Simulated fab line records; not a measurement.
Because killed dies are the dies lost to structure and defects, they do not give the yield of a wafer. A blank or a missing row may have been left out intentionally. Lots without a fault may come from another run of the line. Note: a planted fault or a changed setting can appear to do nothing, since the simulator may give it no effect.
A single fault, viewed from 2 desks | flow sky130 | every desk sees just its own numbers, and what lay behind them comes last

== METROLOGY DESK ==
Means of the sampled wafers that have a number, per lot and without regard to the tool the lot ran on: this is what the gauges read. A lot is out of limits, marked OUT, if its mean lies more than 4 standard deviations from the usual mean; the brackets give that distance.
Columns: A = NWELL_RS at SKY_NWELL_RS_MEAS_29, usual 624.4 ohm/sq; B = PWDE_RS at SKY_NWELL_RS_MEAS_31, usual 5271 ohm/sq; C = cd-nm at SKY_VT_ADJUST_HVTP_CD_MEAS_07, usual 379.8 nm; D = VT_ADJUST_HVTP_OVL at SKY_VT_ADJUST_HVTP_OVL_MEAS_08, usual -0.1 nm
lot  | first seen here | A     | B    | C     | D
L943 | day 5 17:26     | 625.5 | 5286 | 379.8 | 0.3
L944 | day 6 00:23     | 625.0 | 5295 | 382.3 | -1.2
L953 | day 8 15:07     | 623.9 | 5273 | 379.8 | 1.3
L959 | day 9 20:08     | 622.1 | 5271 | 379.8 | -1.2
L960 | day 10 03:08    | 625.2 | 5262 | 380.5 | 1.0
L964 | day 11 01:41    | 624.5 | 5248 | 381.5 | 0.5
Finding of this desk: none of the 6 lots has anything out of limits.

== FOR THE TOOL OWNER'S DESK: implanter-01 ==
The tool's own readings at SKY_VT_ADJUST_HVTP_IMPLANT_09: means of the sampled wafers that have a number, for each lot that ran on this tool. A lot is out of limits, marked OUT, if its mean lies more than 4 standard deviations from the usual mean; the brackets give that distance.
Columns: A = beam-energy-keV at SKY_VT_ADJUST_HVTP_IMPLANT_09, usual 149.99
lot  | first seen here | A
L944 | day 6 20:13     | 149.98
L953 | day 9 12:44     | 159.99 (+99 or more) OUT
L959 | day 10 18:42    | 159.96 (+99 or more) OUT
This desk's finding: out of limits on L953, L959; first on L953, day 9 12:44 (beam-energy-keV at SKY_VT_ADJUST_HVTP_IMPLANT_09). L944: within limits.

== BROUGHT TOGETHER ==
An alarm could have come from the tool owner's desk at day 9 12:44, on L953, L959.
Nothing out of limits was seen by the metrology desk.
The metrology desk holds a record of L953, L959, inside its limits.
All the named lots went through SKY_VT_ADJUST_HVTP_IMPLANT_09 on implanter-01.

== WHAT HAD BEEN PUT IN BY THE SIMULATOR ==
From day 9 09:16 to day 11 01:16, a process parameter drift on implanter-01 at SKY_VT_ADJUST_HVTP_IMPLANT_09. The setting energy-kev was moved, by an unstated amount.
Struck lots among those shown: L953, L959.
Delay in hours, fault start to first out-of-limits reading, by desk: the tool owner's desk at 3.
